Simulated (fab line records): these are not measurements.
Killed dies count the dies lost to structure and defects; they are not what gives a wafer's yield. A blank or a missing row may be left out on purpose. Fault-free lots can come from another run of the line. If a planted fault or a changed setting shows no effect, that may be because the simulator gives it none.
Problem report, 8D (eight disciplines) form, completed by code || flow sky130 || the parts of the form that need people (team, actions taken, sign-off) are left out

## 1. WHAT WENT WRONG
VIA2_W_RS at SKY_VIA2_RS_MEAS_22 reads a mean of 0.244 ohm/sq on 6 wafers of 2 lots; wafers without a fault read 0.276 ohm/sq with a standard deviation of 0.0035. That puts it -9.2 standard deviations away from the usual mean.
The step: measures by four-point-probe.
Earliest sighting: wafer L294.1 on film_metro-02 at day 39 17:37. At this step, 30 wafers from 10 lots have a number in the record. By rule, "out" or "out of limits" means more than 4 standard deviations away from the usual mean. All remaining wafers that have a number are taken as sound.

## 2. WHAT IT IS AND WHAT IT IS NOT
{"question": "which readings at this step", "is": "VIA2_W_RS", "is not": "-"}
{"question": "which lots", "is": "L294, L296", "is not": "L285, L291, L292, L293, L299, L304, L305, L306"}
{"question": "which wafers of those lots", "is": "all that have a number", "is not": "-"}
{"question": "read on which gauges", "is": "film_metro-02, film_metro-03", "is not": "film_metro-01"}
{"question": "when", "is": "from day 39 17:37", "is not": "up to then (12 sound wafers); but 12 sound wafers of L299, L304, L305, L306 came after"}

## 3. WHAT RULES OUT EACH SUSPECT
Counting: a tool at a process step up to the reading stays a suspect if it ran every lot that is out and no sound lot after the first of them.
- the gauge at SKY_VIA2_RS_MEAS_22 is ruled out. The wafers that are out were read on 2 gauges (film_metro-02, film_metro-03).
- cvd_w-02 at SKY_VIA2_CVD_21 (deposits W, target thk 420 nm, time 126.4 s): ruled out as a lasting fault. Sound lots L304, L305 ran on it after its first lot that is out, L294 (day 39 17:29).
Left after counting: nothing in the record.

## 4. THE CAUSE (what the simulator had put in)
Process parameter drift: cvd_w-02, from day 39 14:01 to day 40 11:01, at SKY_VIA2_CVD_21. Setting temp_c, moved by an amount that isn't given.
It was ruled out by counting, in error; the rule expects a fault to strike all lots run on its tool from its start on, and this fault did not.

## 5. THE EFFECT CHAIN, in route order
One row per reading whose mean, taken over the struck wafers that have a number, lies over 3 standard deviations from the usual. Only readings for which the record gives a usual standard deviation are gone through. hours: the time from each lot's start at the first step in this table that gives one to its start at this step, as a median over the lots. sigmas: the change in usual standard deviations.
{"hours": 0, "step": "SKY_VIA2_CVD_21", "reading": "susceptor_temp_C", "usual": "400.05 C", "on struck wafers": 407.12, "change": "+7.07", "sigmas": "+37"}
{"hours": 0, "step": "SKY_VIA2_RS_MEAS_22", "reading": "VIA2_W_RS", "usual": "0.276 ohm/sq", "on struck wafers": 0.244, "change": -0.032, "sigmas": -9.2}
{"hours": 0, "step": "SKY_VIA2_THK_MEAS_23", "reading": "VIA2_W_THK", "usual": "415 nm", "on struck wafers": 475, "change": "+60", "sigmas": "+9.6"}
{"hours": 0, "step": "SKY_VIA2_CMP_24", "reading": "time_to_endpoint_s", "usual": "99 s", "on struck wafers": 118, "change": "+19", "sigmas": "+3.9"}
Here are the process steps it includes:
- SKY_VIA2_CVD_21: deposits W, target thk 420 nm, time 126.4 s.
- SKY_VIA2_CMP_24: polishes, stops on SiO2, t overpolish 20 s, target thk 0 nm.

## 6. HOW IT WOULD HAVE BEEN CAUGHT EARLIER
4 hours passed between the start of the fault at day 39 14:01 and the first reading out of limits at a measuring or inspecting step in this record, taken at day 39 17:37.
Tool's own readings at SKY_VIA2_CVD_21, susceptor_temp_C: out on all struck wafers the step has rows for; an alarm limit on them would have tripped on the first.
